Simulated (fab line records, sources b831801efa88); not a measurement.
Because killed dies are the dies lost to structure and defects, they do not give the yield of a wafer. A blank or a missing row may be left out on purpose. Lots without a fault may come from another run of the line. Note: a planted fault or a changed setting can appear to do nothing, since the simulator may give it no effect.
A single fault, viewed from 2 desks | flow sky130 | what lay behind the numbers comes last; until then each desk has only its own

FROM THE METROLOGY DESK
Means of the sampled wafers that have a number, per lot and without regard to the tool the lot ran on: this is what the gauges read. Any lot whose mean is over 4 standard deviations away from the usual mean is out of limits and marked OUT; that distance is given in the brackets.
Columns: A = SD_N_RS at SKY_SD_N_RS_MEAS_16, usual 68.58 ohm/sq; B = SD_P_RS at SKY_SD_N_RS_MEAS_17, usual 147.2 ohm/sq
lot  | first seen here | A               | B
L227 | day 27 13:56    | 68.65           | 147.2
L229 | day 28 19:09    | 68.61           | 147.2
L231 | day 29 06:29    | 68.54           | 146.7
L230 | day 29 09:44    | 68.62           | 147.1
L232 | day 29 13:40    | 68.71           | 147.8
L233 | day 30 05:47    | 68.66           | 147.3
L234 | day 30 09:18    | 68.50           | 147.0
L237 | day 31 10:14    | 71.79 (+25) OUT | 164.9 (+42) OUT
L240 | day 32 06:23    | 71.90 (+26) OUT | 165.8 (+44) OUT
L244 | day 33 13:30    | 68.35           | 146.8
L246 | day 34 03:53    | 68.40           | 146.5
L248 | day 35 03:07    | 68.64           | 147.2
L249 | day 35 11:23    | 68.72           | 147.5
L250 | day 36 01:29    | 68.50           | 146.7
This desk finds L237, L240 out of limits, with the earliest case on L237 at day 31 10:14 (SD_N_RS at SKY_SD_N_RS_MEAS_16). Within limits: L227, L229, L231, L230, L232, L233, L234, L244, L246, L248, L249, L250.

TOOL OWNER'S DESK, rtp_anneal-01
Per lot that ran on this tool, the mean of the sampled wafers carrying a number, from the tool's own readings at SKY_SD_N_RTA_14 (time 2 s). Any lot whose mean is over 4 standard deviations away from the usual mean is out of limits and marked OUT; that distance is given in the brackets.
Columns: A = lamp_power_pct at SKY_SD_N_RTA_14, usual 15.73 %; B = wafer_temp_C_max at SKY_SD_N_RTA_14, usual 1078.1
lot  | first seen here | A               | B
L227 | day 27 13:43    | 15.79           | 1078.6
L229 | day 28 18:58    | 15.70           | 1079.1
L230 | day 29 09:33    | 15.70           | 1077.3
L237 | day 31 10:04    | 15.03 (-13) OUT | 1076.7
L240 | day 32 06:13    | 15.07 (-12) OUT | 1078.7
L249 | day 35 11:12    | 15.73           | 1077.8
L250 | day 36 01:19    | 15.66           | 1077.7
This desk finds L237, L240 out of limits, L237 being first, at day 31 10:04 (lamp_power_pct at SKY_SD_N_RTA_14). Within limits: L227, L229, L230, L249, L250.

BROUGHT TOGETHER
An alarm could have come from the tool owner's desk at day 31 10:04, on L237, L240.
At day 31 10:14 the metrology desk could have sounded an alarm, on L237, L240.
All the named lots went through SKY_SD_N_RTA_14 on rtp_anneal-01.

WHAT THE SIMULATOR HAD INSERTED
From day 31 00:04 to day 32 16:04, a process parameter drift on rtp_anneal-01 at SKY_SD_N_RTA_14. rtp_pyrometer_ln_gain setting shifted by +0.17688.
Lots struck among those shown: L237, L240.
Delay (hours) between the fault's onset and each desk's first out-of-limits reading: 10 at the tool owner's desk, 10 at the metrology desk.
